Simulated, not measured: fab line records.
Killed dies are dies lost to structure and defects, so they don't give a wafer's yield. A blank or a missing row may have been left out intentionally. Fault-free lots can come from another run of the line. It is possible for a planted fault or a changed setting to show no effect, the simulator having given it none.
A lot that was struck, set against a sound lot || flow sky130 || 15 steps out of a route of 708
Sound: the wafers L990.2, L990.3, L990.5. Struck: wafers L998.1, L998.6 (left out: L998.3, a lot-mate that was not struck); the cause follows at the end.
Each step with rows lists, per side, the tool, then ch with its chambers, then its first start. Under that, the readings that differ: sound wafers || struck wafers || difference of the means || sigmas: that difference in standard deviations of wafers without a fault.
alike: a reading whose means differ by less than 2 such deviations, as well as words and numbers matching on both sides. not compared: withheld readings; readings where some wafer has no value; bounds like >300 that might hide an equal value; numbers whose values overlap and for which the record gives no deviation.
Wherever a step has rows on one side only, a row that says differs or no value, or a row with sigmas, the two part there. When numbers do not overlap yet have no deviation, they are printed without sigmas and do not part them. Lack of a reading on every wafer of one side parts them only where that side has two or more wafers.

SKY_METAL4_SPUTTER_01: material TiN, target thk 20 nm, time 16.7 s.
  sound: pvd sputter-01 at day 40 15:10; struck: pvd sputter-03 at day 42 20:26
  alike: throttle valve pct
SKY_METAL4_SPUTTER_02: material AlCu, target thk 735 nm, time 39.1 s.
  sound: pvd sputter-01 at day 40 15:11; struck: pvd sputter-03 at day 42 20:28
  alike: throttle valve pct
SKY_METAL4_SPUTTER_03: material Ti, target thk 5 nm, time 3.3 s.
  sound: pvd sputter-01 at day 40 15:14; struck: pvd sputter-03 at day 42 20:30
  alike: throttle valve pct
SKY_METAL4_SPUTTER_04: material TiN, target thk 70 nm, time 58.3 s.
  sound: pvd sputter-01 at day 40 15:16; struck: pvd sputter-03 at day 42 20:31
  alike: throttle valve pct
SKY_CAP2M_CVD_00: deposits SiO2, target thk 15.5 nm.
  sound on pecvd-04 ch 0,1,2, day 40 15:19; struck on pecvd-01 ch 2, day 42 20:34
{"reading": "heater power w (W)", "sound": "725 565 542", "struck": "835 837", "difference": "+225", "sigmas": "+2"}
SKY_CAP2M_THK_MEAS_01:
  sound: film metro-03 at day 40 15:20; struck: film metro-04 at day 42 20:36
  alike: CAP2M_CVD_00_THK
then, 1 step without rows for these wafers: SKY_CAP2M_SPUTTER_02 (material TiN, target thk 200 nm, time 166.7 s).
SKY_CAP2M_RS_MEAS_03: uses a four-point probe to measure.
  sound: film metro-04 at day 40 15:32; struck: film metro-01 at day 42 20:46
  alike: CAP2M_TIN_RS
SKY_CAP2M_THK_MEAS_04: measures by xrf.
  sound: film metro-04 at day 40 15:38; struck: film metro-01 at day 42 20:53
  alike: CAP2M_TIN_THK
then, 3 steps without rows for these wafers: SKY_CAP2M_DEHYDRATE_05 (time 60 s); SKY_CAP2M_HMDS_06 (prime time 60 s); SKY_CAP2M_COAT_07 (resist thk 1140 nm).
SKY_CAP2M_SOFTBAKE_08: time 60 s.
  sound on litho track-03 ch 0, day 41 02:55; struck on litho track-03 ch 0, day 43 07:56
{"reading": "heater power total W (W)", "sound": "56.56 56.63 56.63", "struck": "58.55 58.56", "difference": "+1.95", "sigmas": "+49"}
{"reading": "plate temp C (C)", "sound": "89.99 90.07 89.95", "struck": "- -", "difference": "no value on the struck wafers", "sigmas": ""}
{"reading": "run length s (s)", "sound": "88.93 89.06 89.13", "struck": "82.93 82.75", "difference": -6.20, "sigmas": -25}
then, 1 step without rows for these wafers: SKY_CAP2M_EXPOSE_09 (exposes mask CAP2M, target cd 1000 nm).
-- the record jumps here: 5 days lie between the struck wafers' starts before and after (it left off in module CAP2M and takes up again in module PAD_OPEN, whose first step shown is number 708 of the route) --
SKY_PAD_OPEN_PROBE_99:
  sound: prober-02 at day 46 13:04; struck: prober-02 at day 48 09:18
  alike: defect limited yield, killed_at_M0_to_M3, killed_at_M4_up, killed at contacts, killed at front end, killed at other, killed dies, killed open, killed short, sort_bin_3_pad_short, sort_bin_5_function, sort_bin_6_memory, sort n pass, sort yield pct

WHERE THEY PART
First at SKY_CAP2M_CVD_00; last, within this record, at SKY_CAP2M_SOFTBAKE_08. Later steps at which nothing parts them and some readings are alike: SKY_PAD_OPEN_PROBE_99.

WHY: the cause the simulator had injected
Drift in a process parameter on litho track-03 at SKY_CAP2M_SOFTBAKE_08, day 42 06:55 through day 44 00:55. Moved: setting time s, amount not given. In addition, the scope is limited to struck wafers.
